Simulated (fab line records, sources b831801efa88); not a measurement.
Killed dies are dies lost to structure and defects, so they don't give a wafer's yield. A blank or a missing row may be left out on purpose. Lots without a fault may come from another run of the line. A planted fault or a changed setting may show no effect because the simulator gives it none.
A struck lot beside a sound one | flow sky130 | 28 steps out of a route of 708
Sound: wafers L765.2, L765.3, L765.4. Struck: wafers L773.3, L773.4, L773.6. The cause comes at the end.
At each step with rows: each side's tool, then ch and its chambers, then its first start. Under that, the readings that differ: sound wafers | struck wafers | difference of the means | sigmas: that difference in standard deviations of wafers without a fault.
alike: readings whose means differ by less than 2 such deviations, and words and numbers that are the same on both sides. not compared: withheld readings, readings that some wafer has no value for, bounds like >300 that may hide the same value, and numbers for which the record gives no deviation and whose values overlap.
The two part at a step that has a row with sigmas, a row that says differs or no value, or rows on one side only. Numbers that don't overlap but have no deviation are shown without sigmas and don't part them. A reading that every wafer of one side lacks parts them only if that side has two wafers or more.

first, 5 steps without rows for these wafers: SKY_SONOS_ONO_COAT_08 (resist thk 1140 nm); SKY_SONOS_ONO_SOFTBAKE_09 (time 60 s); SKY_SONOS_ONO_EXPOSE_10 (exposes mask ONOM, target cd 410 nm); SKY_SONOS_ONO_PEB_11; SKY_SONOS_ONO_DEVELOP_12 (develop time 60 s).
SKY_SONOS_ONO_CD_MEAS_13: target cd 410 nm.
  sound on cd_sem-02, day 14 10:20; struck on cd_sem-01, day 17 01:31
  alike: cd_nm
SKY_SONOS_ONO_OVL_MEAS_14:
  sound on overlay-01, day 14 10:26; struck on overlay-01, day 17 01:37
  alike: SONOS_ONO_OVL
SKY_SONOS_ONO_ETCH_15: etches the open film in CHF3/O2, target depth 19.52 nm, time 7.8 s.
  sound on rie_diel-02 ch 0,1,2, day 14 10:28; struck on rie_diel-04 ch 1,2, day 17 01:38
  alike: bias_w, drypump_motor_current_A, oes_product_au, throttle_valve_pct
  not compared: rf_hours_counter_h
then, 1 step without rows for these wafers: SKY_SONOS_ONO_WET_ETCH_16 (etches SiO2 in dHF, target depth 14 nm, time 280 s).
SKY_SONOS_ONO_STRIP_17: strips in O2/N2.
  sound on plasma_asher-04 ch 0,1, day 14 10:34; struck on plasma_asher-02 ch 0,1, day 17 01:46
  alike: drypump_motor_current_A, o2_flow_sccm, oes_product_au, strip_time_to_endpoint_s
  not compared: rf_hours_counter_h
then, 2 steps without rows for these wafers: SKY_SONOS_ONO_WET_ETCH_18 (etches Si3N4 in H3PO4, target depth 15 nm, time 172 s); SKY_GATE_OXIDE_CLEAN_00 (cleans in SC1/SC2, time 150 s).
SKY_GATE_OXIDE_OXIDATION_01: stabilise 600 s, purge 300 s, target thk 10.268 nm.
  sound on furnace-02 ch 0, day 14 10:50; struck on furnace-01 ch 0, day 17 05:32
  reading                                           | sound             | struck            | difference | sigmas
  spike_tc_centre_C (C)                             | 901.3 901.9 901.4 | 883.7 884.5 883.1 | -17.8      | -16
  zone_power_centre_pct (%)                         | 18.9 18.8 19.1    | 11.7 11.6 11.7    | -7.3       | -10
  zone_power_lower_pct (%)                          | 19.6 20.1 19.9    | 21.6 21.7 21.8    | +1.8       | +2
  zone_power_upper_pct (%)                          | 17.9 18.0 17.9    | 20.8 20.3 20.2    | +2.5       | +8
  model.SiO2_of_GATE_OXIDE_OXIDATION_01.thk_nm (nm) | 10.72 10.72 10.79 | 10.13 10.15 10.32 | -0.54      |
SKY_GATE_OXIDE_THK_MEAS_02:
  sound on film_metro-01, day 14 12:16; struck on film_metro-01, day 17 07:12
  reading                          | sound             | struck            | difference | sigmas
  GATE_OXIDE_OXIDATION_00_THK (nm) | 10.70 10.72 10.82 | 10.10 10.15 10.27 | -0.57      | -4
  not compared: hold
then, 6 steps without rows for these wafers: SKY_GATE_OXIDE_HMDS_04 (prime time 60 s); SKY_GATE_OXIDE_COAT_05 (resist thk 1140 nm); SKY_GATE_OXIDE_SOFTBAKE_06 (time 60 s); SKY_GATE_OXIDE_EXPOSE_07 (exposes mask LVOM, target cd 600 nm); SKY_GATE_OXIDE_PEB_08; SKY_GATE_OXIDE_DEVELOP_09 (develop time 60 s).
SKY_GATE_OXIDE_OVL_MEAS_10:
  sound on overlay-02, day 15 13:40; struck on overlay-01, day 18 11:29
  alike: GATE_OXIDE_OVL
then, 2 steps without rows for these wafers: SKY_GATE_OXIDE_IMPLANT_11; SKY_GATE_OXIDE_WET_ETCH_12 (etches SiO2 in dHF, target depth 16.8 nm, time 336 s).
SKY_GATE_OXIDE_STRIP_13: strips in O2/N2.
  sound on plasma_asher-01 ch 0,1, day 15 13:58; struck on plasma_asher-02 ch 0,1, day 18 11:47
  alike: drypump_motor_current_A, o2_flow_sccm, oes_product_au, strip_time_to_endpoint_s
  not compared: rf_hours_counter_h
SKY_GATE_OXIDE_TW_MEAS_14:
  sound on film_metro-03, day 15 14:04; struck on film_metro-03, day 18 12:06
  alike: GATE_OXIDE_TW
  not compared: hold
SKY_GATE_OXIDE_OXIDATION_16: stabilise 600 s, purge 300 s, target thk 3.57 nm.
  sound on furnace-02 ch 0, day 15 16:55; struck on furnace-01 ch 0, day 18 16:00
  reading                                           | sound             | struck            | difference | sigmas
  zone_power_centre_pct (%)                         | 15.2 14.9 14.9    | 13.8 13.8 13.7    | -1.2       | -2
  model.SiO2_of_GATE_OXIDE_OXIDATION_01.thk_nm (nm) | 12.03 12.03 12.14 | 11.52 11.54 11.71 | -0.48      |
  alike: spike_tc_centre_C, zone_power_lower_pct, zone_power_upper_pct
then, 1 step without rows for these wafers: SKY_POLY_GATE_CVD_00 (deposits poly-Si, target thk 180 nm, time 720 s).
-- the record jumps here: 30 days lie between the struck wafers' starts before and after (it left off in module POLY_GATE and takes up again in module PAD_OPEN, whose first step shown is number 708 of the route) --
SKY_PAD_OPEN_PROBE_99:
  sound on prober-02, day 47 01:17; struck on prober-01, day 48 23:02
  reading                                | sound                        | struck                        | difference | sigmas
  model.etest.nfet_16v.r_on_ohm_um       | 1.416e+04 1.42e+04 1.417e+04 | 1.391e+04 1.386e+04 1.396e+04 | -2.667e+02 |
  model.etest.pfet_g5v0d10v5.r_on_ohm_um | 4814 4847 4879               | 4668 4697 4782                | -131       |
  model.etest.tip_sonos.rs_ohm_sq        | 2760 2763 2785               | 2638 2629 2675                | -122       |
  model.etest.nfet_g5v0d10v5.drive_ua_um | 592.2 593.4 594.1            | 619.2 616.3 605.3             | +20.4      |
  model.etest.nfet_05v0_nvt.drive_ua_um  | 562.3 566.9 563.4            | 586.3 585.5 573.2             | +17.5      |
  model.etest.pfet_g5v0d10v5.drive_ua_um | 332.6 334.1 331.1            | 350.1 344.3 341.6             | +12.7      |
  model.etest.nfet_16v.drive_ua_um       | 217 216.9 216.5              | 227.4 227.3 223.7             | +9.3       |
  alike: killed_at_M0_to_M3, killed_at_M4_up, killed_at_contacts, killed_at_front_end, killed_at_other, killed_dies, killed_open, killed_short
  not compared: model.etest.nfet_g5v0d10v5.r_on_ohm_um

WHERE THEY PART
First at SKY_GATE_OXIDE_OXIDATION_01; last, within this record, at SKY_GATE_OXIDE_OXIDATION_16. Later steps at which nothing parts them and some readings are alike: SKY_PAD_OPEN_PROBE_99.

WHY: what the simulator had put in
Process parameter drift: furnace-01, from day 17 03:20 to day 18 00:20, at SKY_GATE_OXIDE_OXIDATION_01. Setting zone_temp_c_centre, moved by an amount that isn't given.
